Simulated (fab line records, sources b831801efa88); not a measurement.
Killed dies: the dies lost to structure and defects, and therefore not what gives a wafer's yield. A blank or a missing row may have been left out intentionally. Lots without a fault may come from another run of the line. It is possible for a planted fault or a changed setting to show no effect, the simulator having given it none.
Which tool did it? | flow sky130 | route of 708 steps, sampled at 1 step: 11 lots, 33 wafers

== WHAT THE GAUGES SHOWED, per wafer ==
SKY_CAPM_THK_MEAS_01.
lot  | measured     | on            | CAPM_CVD_00_THK (nm)
L496 | day 36 07:29 | film-metro-02 | 15.70 15.78 15.77
L497 | day 36 12:11 | film-metro-02 | 15.26 15.56 15.47
L498 | day 36 15:28 | film-metro-02 | 15.38 15.50 15.72
L499 | day 37 02:13 | film-metro-01 | 15.70 15.55 15.71
L500 | day 37 08:21 | film-metro-01 | 15.33 15.68 15.45
L501 | day 38 07:17 | film-metro-02 | 15.46 15.56 15.55
L507 | day 39 19:11 | film-metro-02 | 15.58 15.41 15.86
L511 | day 41 13:39 | film-metro-01 | 15.65 15.62 15.63
L516 | day 42 04:53 | film-metro-02 | 15.20 15.73 15.91
L518 | day 42 21:23 | film-metro-02 | 15.64 15.05 15.60
L519 | day 43 04:13 | film-metro-02 | 15.53 15.81 15.57

== WHAT TOOL EACH LOT RAN ON (gives the tool, then ch and the chambers of the sampled wafers, and finally the start) ==
Record: no process step prior to these readings.

== THE ANSWER, worked out from the rows above alone ==
Rule: usual is defined by the lots themselves. Put in order of their means at a reading, lots are off if they are a third of the lots or fewer, leave a main group of 4 or more, and stand apart from it by a gap of 3 or more times the standard deviation of the main group's means; of several such gaps the widest counts. Not used: any main group whose means are identical at the precision the tables above print for the reading. Also off: a lot with no number at a reading for which 4 or more lots have one. All remaining lots with rows at the step are treated as sound.
Nothing can be told from this: no lot is off at any reading shown.

== WHAT THE SIMULATOR HAD PUT IN ==
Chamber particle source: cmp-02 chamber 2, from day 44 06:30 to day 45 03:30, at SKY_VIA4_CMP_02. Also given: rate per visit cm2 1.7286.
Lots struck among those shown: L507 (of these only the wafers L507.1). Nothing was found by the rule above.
